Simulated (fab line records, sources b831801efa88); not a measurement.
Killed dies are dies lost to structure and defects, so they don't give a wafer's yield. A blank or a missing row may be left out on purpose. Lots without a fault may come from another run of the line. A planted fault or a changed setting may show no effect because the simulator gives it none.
Problem report in the 8D (eight disciplines) form, filled by code | flow gf180mcu | the parts of the form that need people (team, actions taken, sign-off) are left out

1. THE PROBLEM
STI_CVD_03_THK at GF_STI_THK_MEAS_04 reads a mean of 219.2 nm on 6 wafers of 2 lots; wafers without a fault read 208.2 nm with a standard deviation of 2.1. That is +5.2 standard deviations from the usual mean.
First seen on wafer L847.1, day 3 01:37, on film_metro-02. The record holds 33 wafers of 11 lots with a number at this step. Rule for "out", or "out of limits": more than 4 standard deviations from the usual mean. The other wafers with a number count as sound.

2. WHAT IT IS AND WHAT IT IS NOT
question                    | is                           | is not
which readings at this step | STI_CVD_03_THK               | -
which lots                  | L847, L848                   | L841, L842, L843, L844, L856, L857, L858, L862, L863
which wafers of those lots  | all that have a number       | -
read on which gauges        | film_metro-01, film_metro-02 | film_metro-03
when                        | from day 3 01:37             | up to then (12 sound wafers); but 15 sound wafers of L856, L857, L858, L862, L863 came after

3. SUSPECTS, AND WHAT RULES EACH OUT
Counting: a tool at a process step up to the reading stays a suspect if it ran every lot that is out and no sound lot after the first of them.
- the gauge at GF_STI_THK_MEAS_04: ruled out. The wafers that are out were read on 2 gauges (film_metro-01, film_metro-02).
- lpcvd-02 at GF_STI_CVD_03 (deposits Si3N4 from DCS/NH3, target thk 207.16 nm, time 3551 s): ruled out as a lasting fault. Sound lots L863 ran on it after its first lot that is out, L847 (day 2 23:38).
Left after counting: nothing in the record.

4. THE CAUSE (what the simulator had put in)
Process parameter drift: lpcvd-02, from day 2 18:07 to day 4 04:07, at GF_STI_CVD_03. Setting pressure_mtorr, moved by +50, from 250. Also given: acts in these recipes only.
Counting ruled it out, wrongly: the rule takes a fault to strike every lot that its tool runs from its start on, and this one did not.

5. THE CHAIN OF EFFECTS, in route order
Each row: a reading whose mean over the struck wafers that have a number lies more than 3 standard deviations from the usual. Only readings for which the record gives a usual standard deviation are gone through. hours: the time from each lot's start at the first step in this table that gives one to its start at this step, as a median over the lots. sigmas: the change in usual standard deviations.
hours | step               | reading        | usual       | on struck wafers | change | sigmas
0     | GF_STI_CVD_03      | pressure_mtorr | 250.0 mTorr | 300.1            | +50.1  | +98
2     | GF_STI_THK_MEAS_04 | STI_CVD_03_THK | 208.2 nm    | 219.2            | +11.0  | +5.2
16    | GF_STI_ETCH_13     | oes_product_au | 0.835 a.u.  | 0.862            | +0.027 | +4.3
The process steps in it:
- GF_STI_CVD_03: deposits Si3N4 from DCS/NH3, target thk 207.16 nm, time 3551 s.
- GF_STI_ETCH_13: etches the open film in CHF3/O2, stops on Si, target depth 282.31 nm, time 112.9 s.
Later measuring or inspecting steps at which every struck wafer that the step has a row for has a number for every such reading, and none has moved that far: GF_MVPSD_OVL_MEAS_07, GF_VT_IMPLANT_TW_MEAS_43.

6. WHAT WOULD HAVE CAUGHT IT SOONER
In this record the first reading out of limits at a measuring or inspecting step was taken at day 3 01:37, 8 hours after the fault began at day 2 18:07.
The tool's own readings at GF_STI_CVD_03 were out on every struck wafer that the step has a row for (pressure_mtorr): an alarm limit on them would have fired on the first of those.
